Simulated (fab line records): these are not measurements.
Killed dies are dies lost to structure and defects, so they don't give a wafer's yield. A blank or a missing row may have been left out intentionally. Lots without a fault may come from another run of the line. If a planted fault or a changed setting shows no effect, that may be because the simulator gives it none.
What tool caused it? -- flow gf180mcu -- Sampling: 12 lots, 36 wafers, 5 of 602 route steps

WHAT EACH GAUGE READ, for each wafer
GF_HV_LDD_OVL_MEAS_08. Usual: for HV_LDD_OVL the level is 0.0 nm and the standard deviation is 1.3.
lot,measured,on,HV_LDD_OVL (nm),flag
L433,day 10 05:53,overlay-02,1.6 1.2 2.2,
L434,day 10 10:40,overlay-01,0.4 0.1 1.0,
L446,day 14 09:04,overlay-02,-1.0 2.2 -3.1,
L448,day 15 04:16,overlay-01,0.5 0.4 0.0,
L449,day 15 10:54,overlay-01,2.2 1.6 1.8,
L450,day 15 15:35,overlay-01,-1.4 -0.1 -0.8,
L451,day 15 23:22,overlay-01,0.9 0.3 0.0,
L453,day 16 13:39,overlay-01,-0.7 -1.4 0.6,
L454,day 16 19:15,overlay-02,-2.6 0.3 0.4,
L455,day 17 02:16,overlay-01,1.0 -1.0 0.9,

GF_HV_LDD_TW_MEAS_11. Usual: for HV_LDD_TW the level is 2415 and the standard deviation is 44.
lot,measured,on,HV_LDD_TW,flag
L433,day 10 06:10,film_metro-01,2369 2370 2375,
L434,day 10 10:57,film_metro-03,2410 2421 2410,
L446,day 14 09:22,film_metro-03,2421 2408 2415,
L448,day 15 04:33,film_metro-03,2429 2416 2417,
L449,day 15 11:11,film_metro-04,2473 2512 2487,
L450,day 15 15:53,film_metro-04,2491 2492 2512,
L451,day 15 23:40,film_metro-03,2414 2401 2415,
L453,day 16 13:56,film_metro-03,2397 2410 2422,
L454,day 16 19:32,film_metro-03,2413 2423 2405,
L455,day 17 02:34,film_metro-04,2484 2484 2484,

TOOL THAT RAN EACH LOT (tool first, then ch and the chambers of the sampled wafers, then the start)
lot,GF_VT_IMPLANT_STRIP_31,GF_POLY_GATE_ETCH_13,GF_POLY_GATE_STRIP_14
L433,"plasma_asher-01 ch 0,1, day 7 02:55","rie_si-02 ch 0,2,3, day 9 10:57","plasma_asher-04 ch 0,1, day 9 11:02"
L434,"plasma_asher-01 ch 0,1, day 7 07:04","rie_si-02 ch 0,1,3, day 9 15:38","plasma_asher-04 ch 0,1, day 9 15:42"
L438,"plasma_asher-03 ch 0,1, day 8 09:56","rie_si-01 ch 0,2,3, day 10 19:30","plasma_asher-01 ch 0,1, day 10 19:35"
L439,"plasma_asher-04 ch 0,1, day 8 16:28","rie_si-02 ch 0,2, day 11 03:51","plasma_asher-02 ch 0, day 11 03:55"
L446,"plasma_asher-03 ch 0, day 10 18:11","rie_si-01 ch 1,2,3, day 13 09:45","plasma_asher-04 ch 0,1, day 13 09:48"
L448,"plasma_asher-04 ch 0,1, day 11 08:37","rie_si-01 ch 1,2, day 14 03:41","plasma_asher-01 ch 0,1, day 14 03:45"
L449,"plasma_asher-03 ch 0,1, day 11 16:10","rie_si-01 ch 0,1,2, day 14 11:06","plasma_asher-04 ch 0,1, day 14 11:10"
L450,"plasma_asher-04 ch 0,1, day 11 22:34","rie_si-01 ch 1,2,3, day 14 16:18","plasma_asher-02 ch 1, day 14 16:22"
L451,"plasma_asher-03 ch 0,1, day 12 04:28","rie_si-01 ch 0,2,3, day 14 23:18","plasma_asher-01 ch 0,1, day 14 23:23"
L453,"plasma_asher-04 ch 0,1, day 12 16:58","rie_si-02 ch 0,1,3, day 15 13:18","plasma_asher-04 ch 0,1, day 15 13:22"
L454,"plasma_asher-04 ch 0,1, day 12 22:25","rie_si-02 ch 0,1, day 15 18:51","plasma_asher-01 ch 0,1, day 15 18:54"
L455,"plasma_asher-01 ch 0,1, day 13 05:19","rie_si-01 ch 0,2,3, day 16 02:35","plasma_asher-02 ch 0,1, day 16 02:41"
- GF_VT_IMPLANT_STRIP_31: strips in O2/N2.
- GF_POLY_GATE_ETCH_13: etches poly-Si in HBr/Cl2, stops on SiO2, target depth 198.5 nm, time 69.6 s.
- GF_POLY_GATE_STRIP_14: strips in O2/N2.

WHAT THE TOOLS THEMSELVES READ (means of the sampled wafers that have a number; where no wafer has one, the mark that the record gives instead)
GF_VT_IMPLANT_STRIP_31. Usual: drypump_motor_current_A 5.7 A, standard deviation 0.62; heater_power_w 338 W, standard deviation 32; oes_product_au 0.716 a.u., standard deviation 0.0045; strip_time_to_endpoint_s 12.64 s, standard deviation 0.034.
lot,tool,drypump_motor_current_A (A),heater_power_w (W),oes_product_au (a.u.),strip_time_to_endpoint_s (s),flag
L433,plasma_asher-01,5.7,344,0.716,12.68,
L434,plasma_asher-01,6.2,362,0.717,12.67,
L438,plasma_asher-03,5.7,348,0.718,12.65,
L439,plasma_asher-04,6.0,330,0.716,12.69,
L446,plasma_asher-03,6.1,371,0.717,12.65,
L448,plasma_asher-04,6.0,336,0.713,12.60,
L449,plasma_asher-03,5.2,320,0.710,12.66,
L450,plasma_asher-04,6.0,327,0.719,12.66,
L451,plasma_asher-03,5.2,324,0.717,12.63,
L453,plasma_asher-04,6.0,333,0.711,12.65,
L454,plasma_asher-04,6.0,336,0.714,12.62,
L455,plasma_asher-01,6.2,358,0.712,12.61,

GF_POLY_GATE_ETCH_13. Usual: HBr_flow_sccm 150.0 sccm, standard deviation 0.45; bias_w 100.0 W, standard deviation 0.31; drypump_motor_current_A 5.62 A, standard deviation 0.3; oes_product_au 0.987 a.u., standard deviation 0.0069; rf_fwd_power_W 397.4 W, standard deviation 1.3; throttle_valve_pct 33.685 %, standard deviation 0.0089.
lot,tool,HBr_flow_sccm (sccm),bias_w (W),drypump_motor_current_A (A),oes_product_au (a.u.),rf_fwd_power_W (W),throttle_valve_pct (%),flag
L433,rie_si-02,149.7,99.7,5.67,0.988,397.4,33.696,
L434,rie_si-02,149.8,100.2,5.89,0.988,396.5,33.691,
L438,rie_si-01,-,-,-,-,-,-,OFF
L439,rie_si-02,-,-,-,-,-,-,OFF
L446,rie_si-01,150.3,100.0,5.64,0.981,398.5,33.684,
L448,rie_si-01,150.1,99.6,5.66,0.996,396.1,33.687,
L449,rie_si-01,149.5,100.0,5.56,0.984,398.6,33.688,
L450,rie_si-01,150.1,99.6,5.61,0.982,397.1,33.688,
L451,rie_si-01,150.4,99.9,5.56,0.994,398.4,33.686,
L453,rie_si-02,150.1,100.2,5.91,0.979,397.7,33.686,
L454,rie_si-02,150.0,100.4,5.69,0.988,396.3,33.686,
L455,rie_si-01,149.9,100.3,5.57,0.991,397.7,33.686,

GF_POLY_GATE_STRIP_14. Usual: drypump_motor_current_A 5.9 A, standard deviation 0.46; heater_power_w 340 W, standard deviation 18; oes_product_au 0.504 a.u., standard deviation 0.005.
lot,tool,drypump_motor_current_A (A),heater_power_w (W),oes_product_au (a.u.),flag
L433,plasma_asher-04,6.0,335,0.500,
L434,plasma_asher-04,6.0,330,0.507,
L438,plasma_asher-01,6.2,359,0.540,OFF
L439,plasma_asher-02,5.9,337,0.545,OFF
L446,plasma_asher-04,6.0,337,0.506,
L448,plasma_asher-01,5.7,341,0.498,
L449,plasma_asher-04,6.1,340,0.501,
L450,plasma_asher-02,5.2,325,0.504,
L451,plasma_asher-01,5.7,341,0.500,
L453,plasma_asher-04,6.0,332,0.507,
L454,plasma_asher-01,6.2,356,0.504,
L455,plasma_asher-02,5.7,336,0.498,

THE ANSWER, worked out from the rows above alone
Rule: a lot is off if the mean of its wafers that have a number lies more than 3 standard deviations from the usual mean. A lot without any number at a reading at which 4 lots or more have one is off too. Where the step has rows for the other lots, those lots are counted as sound. First the gauges in route order, then the tools' own readings, where a lot's mean is used as printed above. The first step at which some lot is off is used, and at that step the reading that is off furthest; a lot without a number counts as furthest.
Off: L438, L439, at GF_POLY_GATE_ETCH_13 (HBr_flow_sccm). Without a number there: L438, L439.
If a tool, at that step or one of the process steps before it, ran each lot that is off and ran no sound lot following the first of them, it fits. Of those tried, none fits.

WHAT HAD BEEN PUT IN BY THE SIMULATOR
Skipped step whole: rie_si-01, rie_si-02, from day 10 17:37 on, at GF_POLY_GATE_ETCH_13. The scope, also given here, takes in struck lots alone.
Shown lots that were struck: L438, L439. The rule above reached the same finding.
